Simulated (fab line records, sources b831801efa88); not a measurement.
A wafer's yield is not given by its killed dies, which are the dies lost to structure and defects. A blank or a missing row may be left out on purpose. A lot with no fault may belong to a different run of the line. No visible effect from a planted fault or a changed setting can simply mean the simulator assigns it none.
fab line records | flow sfq_line
record: lots: 13 wafers: 39 last_day: 89
route steps=325 shown M2@101
lots with no fault: from the same line, run without faults
start_h: hours from the record's first day to the start of the lot's first wafer shown | wait_h: time in hours since the lot's previous step | " identical to the entry in the row above | L1.1+2: one row covering several wafers at once | - value missing, or start not given | * or withheld: withheld | < > ~ a bound
route shown NAME@n: NAME is a module with steps in the file, n the number in the route of the first one | usual: average and standard deviation across the fault-free wafers | same: alike in all rows | chamber/n: place in a boat | sites: per-site readings | _std_site: the standard deviation of these | _edge_site: inner sites' mean taken away from outer sites' mean | radius_mm: how far each site lies from the wafer's centre | mask NAME#n: copy n | behind: the last tool/chamber to shape the wafer | hold: cause of the lot's hold/its duration in hours/its outcome | device: names the non-switching transistor (n, p or np) | end of line: the route-end tests of the same wafers | step lacking rows: just its recipe | killed: dies lost to structure and defects at the first sort, not the wafer's yield | map: dies across one wafer; x = killed, . = not, _ = none there
set.NAME: the run value of the setting; set.NAME@STEP: its run value at that earlier step | model.NAME: the simulator's own value behind a step, which no gauge read
a sample of lots followed through the steps of the route, with each step as a table and each wafer as a row
services: from which hour (start_h, from the record's first day; less than 0 if before it) a tool's chamber was out of use, for how many hours, and why
== steps ==
step: SFQ_TRILAYER_M2_STRIP_STRIP_061
recipe: gas: O2 power_w: 200 platen_temp_c: 40 overash_fraction: 0.65 chemistry: O2 pressure_mtorr: 50
usual: drypump_motor_current_A: 5.7/0.38 oes_product_au: 0.996/0.0085 overash_fraction: 0.65/0
columns lot.wafer tool chamber start_h wait_h drypump_motor_current_A oes_product_au overash_fraction rf_hours_counter_h
L505.1 rie_metal-04 0 860.83 0.2 5.8 1.003 0.65 111
L505.5 " 0 " " 5.8 0.996 0.65 -
L505.6 " 0 " " 5.8 1.003 0.65 -
L506.1 rie_metal-01 0 864.25 0.1 6.1 0.999 0.65 85
L506.2 " 1 " " 6.0 0.997 0.65 11
L506.4 " 0 " " 6.1 0.990 0.65 -
L507.3 rie_metal-02 1 875.37 0.2 5.4 0.988 0.65 -
L507.4 " 0 " " 5.0 1.002 0.65 -
L507.6 " 0 " " 5.1 1.005 0.65 -
L508.1 rie_metal-04 0 879.97 0.1 5.8 1.015 0.65 115
L508.2 " 1 " " 6.0 1.005 0.65 113
L508.4 " 1 " " 6.0 0.996 0.65 -
L509.1 rie_metal-01 1 899.17 0.1 6.0 0.996 0.65 17
L509.2 " 0 " " 6.1 0.991 0.65 90
L509.5 " 0 " " 6.1 0.994 0.65 -
L513.2 rie_metal-01 0 916.37 0.1 6.1 0.998 0.65 93
L513.4 " 0 " " 6.1 1.001 0.65 -
L513.5 " 1 " " 6.0 1.006 0.65 -
L514.3 rie_metal-01 0 925.72 0.2 6.1 0.992 0.65 -
L514.4 " 1 " " 6.0 1.005 0.65 -
L514.6 " 0 " " 6.1 0.999 0.65 -
L515.2 rie_metal-02 1 926.72 0.1 5.4 0.995 0.65 54
L515.5 " 1 " " 5.4 0.992 0.65 -
L515.6 " 0 " " 5.0 0.982 0.65 -
L517.1 rie_metal-02 0 933.92 0.1 5.1 0.991 0.65 80
L517.3 " 0 " " 5.0 0.994 0.65 -
L517.4 " 1 " " 5.4 0.986 0.65 -
L520.1 rie_metal-04 1 955.52 0.1 6.0 0.989 0.65 123
L520.2 " 0 " " 5.8 1.010 0.65 125
L520.6 " 0 " " 5.8 1.000 0.65 -
L521.1 rie_metal-01 0 971.12 0.1 6.1 0.993 0.91 102
L521.2 " 1 " " 6.0 0.996 0.65 29
L521.5 " 1 " " 6.0 0.994 0.65 -
L523.1 rie_metal-04 1 994.04 0.1 6.0 0.985 0.65 129
L523.4 " 1 " " 6.0 0.978 0.65 -
L523.5 " 0 " " 5.8 1.012 0.65 -
L525.1 rie_metal-02 1 1007.24 0.1 5.4 0.989 0.65 66
L525.5 " 0 " " 5.1 0.982 0.65 -
L525.6 " 1 " " 5.4 0.986 0.65 -
== services ==
columns tool chamber start_h hours kind
rie_metal-04 1 858.16 13.8 repair
rie_metal-01 - 869.98 1.7 repair
rie_metal-04 - 900.07 14.6 pm
rie_metal-04 - 936.31 0.4 repair
rie_metal-01 - 988.25 0.2 repair
== key ==
first_sign: step: SFQ_TRILAYER_M2_STRIP_STRIP_061 reading: overash_fraction direction: up sigmas: 99+ usual: 0.65 struck: 0.91
effect none on later readings
met_at SFQ_TRILAYER_M2_STRIP_STRIP_061
struck_lots L521
struck_wafers L521.1
onset_between 925.72 971.12
fault: kind: process_parameter_drift tool: rie_metal-01 chamber: 0 onset_h: 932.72 steps: SFQ_TRILAYER_M2_STRIP_STRIP_061 channel: overash_fraction offset: 0.26 shape: step end_h: 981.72 acts_in: these_recipes_only stated: 0.65
